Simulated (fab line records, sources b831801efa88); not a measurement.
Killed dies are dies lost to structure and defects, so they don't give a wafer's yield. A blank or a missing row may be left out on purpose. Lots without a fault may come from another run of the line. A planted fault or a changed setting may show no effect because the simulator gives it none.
Split-lot experiment | flow sfq_line | 5 lots, 23 wafers read, on a route of 325 steps

THE SPLIT
At SFQ_TRILAYER_I4_VIA_LITHO_PEB_106 (peb time 60 s), the setting peb_time_s was moved away from the recipe's 60 s on 7 of the 23 wafers read, by -7.9% to +5.2%. The other wafers ran this setting at the recipe's value.

FROM THE SPLIT TO THE READING: what the file shows between them, 2 steps
- SFQ_TRILAYER_I4_VIA_LITHO_DEVELOP_105: time 60 s
- SFQ_TRILAYER_I4_VIA_BARC_OPEN_VIA_ETCH_146: etches BARC in O2, target depth 125 nm, time 41.7 s

THE READING
I4.cd_nm (the simulator's own value, which no gauge read), in nm, at SFQ_TRILAYER_I4_VIA_ETCH_VIA_ETCH_106 (etches SiO2 in CHF3, stops on Nb, target depth 260 nm). The file gives no usual value for it. The 16 wafers here that ran the recipe average 700.5 nm, standard deviation 1.9 nm.

wafer  | tool, chamber at the split | peb_time_s as run, s | against the recipe | I4.cd_nm, nm | against lot-mates on the recipe
L074.2 | litho_track-03, 0          | 60                   | recipe             | 697          | -
L074.3 | litho_track-03, 0          | 60                   | recipe             | 697.7        | -
L074.5 | litho_track-03, 0          | 60                   | recipe             | 699.1        | -
L076.1 | litho_track-01, 0          | 60                   | recipe             | 699.3        | -
L076.2 | litho_track-01, 0          | 60                   | recipe             | 701          | -
L076.3 | litho_track-01, 0          | 60                   | recipe             | 701.2        | -
L076.4 | litho_track-01, 0          | 63.12                | +5.2%              | 706.9        | +6.4
L076.6 | litho_track-01, 0          | 63.12                | +5.2%              | 708.5        | +8.0
L080.1 | litho_track-03, 0          | 62.61                | +4.4%              | 708.3        | +7.0
L080.2 | litho_track-03, 0          | 60                   | recipe             | 700.5        | -
L080.3 | litho_track-03, 0          | 62.61                | +4.4%              | 708.6        | +7.4
L080.4 | litho_track-03, 0          | 60                   | recipe             | 702          | -
L080.5 | litho_track-03, 0          | 62.61                | +4.4%              | 706.2        | +5.0
L083.1 | litho_track-04, 0          | 60                   | recipe             | 704.5        | -
L083.2 | litho_track-04, 0          | 60                   | recipe             | 703.3        | -
L083.3 | litho_track-04, 0          | 60                   | recipe             | 700          | -
L083.6 | litho_track-04, 0          | 60                   | recipe             | 700          | -
L083.5 | litho_track-04, 0          | 60                   | recipe             | 703          | -
L084.2 | litho_track-04, 0          | 55.29                | -7.9%              | 691.3        | -8.5
L084.3 | litho_track-04, 0          | 60                   | recipe             | 699.2        | -
L084.4 | litho_track-04, 0          | 60                   | recipe             | 699.3        | -
L084.5 | litho_track-04, 0          | 60                   | recipe             | 701          | -
L084.6 | litho_track-04, 0          | 55.29                | -7.9%              | 692.1        | -7.7

THE FIT
A straight line over all 23 wafers: I4.cd_nm changes by +1.3 nm for each +1% of peb_time_s; r = +0.92; the points scatter about the line by 1.9 nm.
The same after taking each lot's own level away (the mean of its wafers on the recipe; 23 wafers): +1.21 nm for each +1%; r = +0.95; scatter 1.3 nm.
On that fit, the largest move of peb_time_s shifts the reading by 9.5 nm.
The lots' own levels span 697.93 to 702.16 nm, that is 2.2 times the standard deviation above.
So the lot-to-lot level changes the slope little: the two slopes agree.
Check: with one of the wafers moved furthest among these (-7.9%) left out of the fit, the line predicts -9.49 nm for it against its lot-mates. It came out at -8.53 nm against them.

THE WHOLE CHAIN: every reading that the file lists as answering this split, in the file's order
step                                       | what it does                                          | reading                                                   | change (the file's fit)              | r (the file's)
SFQ_TRILAYER_I4_VIA_BARC_OPEN_VIA_ETCH_146 | etches BARC in O2, target depth 125 nm, time 41.7 s   | I4.cd_nm (the simulator's own value, which no gauge read) | +1.36 nm for each +1% of the setting | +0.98
SFQ_TRILAYER_I4_VIA_ETCH_VIA_ETCH_106      | etches SiO2 in CHF3, stops on Nb, target depth 260 nm | I4.cd_nm (the simulator's own value, which no gauge read) | +1.2 nm for each +1% of the setting  | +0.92

THE FILE'S OWN FIT
I4.cd_nm changes by +1.2 nm for each +1% of peb_time_s, r = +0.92.
